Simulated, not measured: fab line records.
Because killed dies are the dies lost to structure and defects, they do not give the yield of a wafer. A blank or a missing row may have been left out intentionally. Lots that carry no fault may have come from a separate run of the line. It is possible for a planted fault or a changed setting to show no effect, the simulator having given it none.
Struck lot and sound lot, side by side ; flow sky130 ; 34 steps out of a route of 708
Sound: the wafers L969.1, L969.2, L969.5. Struck: wafers L977.1, L977.4. (L977.3 of the same lot was not struck and is left out.) The cause comes at the end.
For every step that has rows: the tool of each side, followed by ch and its chambers, followed by its first start. Under that, the readings that differ: sound wafers ; struck wafers ; difference of the means ; sigmas: that difference in standard deviations of wafers without a fault.
alike: same words and numbers on both sides, and readings whose means sit less than 2 such deviations apart. not compared: any withheld reading, any reading some wafer has no value for, any bound like >300 that may hide the same value, and any number with overlapping values for which the record gives no deviation.
The two part at a step that has a row with sigmas, a row that says differs or no value, or rows on one side only. Numbers that have no deviation but don't overlap get no sigmas and don't part them. A reading missing from all wafers of one side parts the sides only when that side holds two or more wafers.

first, 10 steps without rows for these wafers: SKY_VIA1_EXPOSE_09 (exposes mask VIM, target cd 150 nm); SKY_VIA1_PEB_10; SKY_VIA1_DEVELOP_11 (develop time 60 s); SKY_VIA1_ETCH_14 (etches BARC in N2/H2, stops on SiO2, time 45.9 s, target depth 60 nm); SKY_VIA1_ETCH_15 (etches SiO2 in C4F8/O2/Ar, stops on TiN, target depth 351 nm, time 54 s); SKY_VIA1_STRIP_16 (strips in O2/N2); SKY_VIA1_STRIP_17 (strips in post etch residue remover, time 1200 s); SKY_VIA1_CLEAN_18 (cleans in IPA, time 180 s); SKY_VIA1_CLEAN_19 (cleans in O3/DIW); SKY_VIA1_SPUTTER_20 (material TiN, target thk 20 nm, time 80 s).
SKY_VIA1_CVD_21: deposits W, target thk 270 nm, time 80.902 s.
  sound on cvdW-01 ch 0,1, day 36 03:40; struck on cvdW-01 ch 0, day 38 14:17
reading;sound;struck;difference;sigmas
heaterPowerW (W);812 965 993;774 781;-146;-2
then, 22 steps without rows for these wafers: SKY_VIA1_CMP_24 (polishes, stops on SiO2, t overpolish 15 s, target thk 0 nm); SKY_METAL2_SPUTTER_00 (material Ti, target thk 15 nm, time 10 s); SKY_METAL2_SPUTTER_01 (material TiN, target thk 20 nm, time 16.7 s); SKY_METAL2_SPUTTER_02 (material AlCu, target thk 250 nm, time 13.3 s); SKY_METAL2_SPUTTER_03 (material Ti, target thk 5 nm, time 3.3 s); SKY_METAL2_SPUTTER_04 (material TiN, target thk 70 nm, time 58.3 s); SKY_METAL2_DEHYDRATE_07 (time 60 s); SKY_METAL2_HMDS_08 (prime time 60 s); SKY_METAL2_COAT_09 (resist thk 60 nm); SKY_METAL2_COAT_10 (resist thk 447.4 nm); SKY_METAL2_SOFTBAKE_11 (time 90 s); SKY_METAL2_EXPOSE_12 (exposes mask MM2, target cd 140 nm); SKY_METAL2_PEB_13; SKY_METAL2_DEVELOP_14 (develop time 60 s); SKY_METAL2_DESCUM_17 (chemistry O2, time 8 s); SKY_METAL2_ETCH_18 (etches BARC in N2/H2, stops on SiO2, time 45.9 s, target depth 60 nm); SKY_METAL2_METAL_ETCH_19 (etches the open film in Cl2/BCl3, stops on SiO2, target depth 360 nm, time 78 s); SKY_METAL2_STRIP_20 (strips in O2/N2); SKY_METAL2_STRIP_21 (strips in post etch residue remover, time 1200 s); SKY_METAL2_CLEAN_22 (cleans in IPA, time 180 s); SKY_METAL2_CLEAN_23 (cleans in O3/DIW); SKY_VIA2_HDPCVD_00 (deposits SiO2, target thk 1180 nm, time 196.7 s).
-- the record jumps here: 11 days lie between the struck wafers' starts before and after (it left off in module VIA2 and takes up again in module PAD_OPEN, whose first step shown is number 708 of the route) --
SKY_PAD_OPEN_PROBE_99:
  sound on prober-02, day 47 12:44; struck on prober-02, day 49 10:08
reading;sound;struck;difference;sigmas
defectLimitedYield (%);82.9 79.9 82.5;74.6 77.2;-5.9;-3
killed_at_M0_to_M3;38 57 37;89 82;+42;+6
killedDies;84 99 86;125 112;+29;+3
killedOpen;35 68 51;32 35;-18;-2
sort_bin_3_pad_short (%);1.2 0.4 0.4;4.5 3.5;+3.3;+8
sort_bin_5_function (%);10.0 12.8 10.6;14.0 14.6;+3.2;+2
sortNPass;408 393 406;367 380;-29;-3
sortYieldPct (%);82.9 79.9 82.5;74.6 77.2;-5.9;-3
model.etest.tester.sortNPass;408 393 406;367 380;-29;
model.etest.tester.sortYieldPct (%);82.93 79.88 82.52;74.59 77.24;-5.86;
model.etest.tester.sort_bin_5_pct (%);9.959 12.8 10.57;14.02 14.63;+3.22;
model.etest.tester.sort_bin_3_pct (%);1.22 0.4065 0.4065;4.472 3.455;+3.286;
  alike: killed_at_M4_up, killedAtContacts, killedAtFrontEnd, killedAtOther, killedShort, sort_bin_6_memory

== WHERE THEY PART ==
Last at SKY_PAD_OPEN_PROBE_99 as far as this record goes, first at SKY_VIA1_CVD_21.

WHY: what the simulator had put in
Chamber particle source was cvdW-01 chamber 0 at SKY_VIA1_CVD_21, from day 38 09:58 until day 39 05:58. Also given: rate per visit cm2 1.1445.
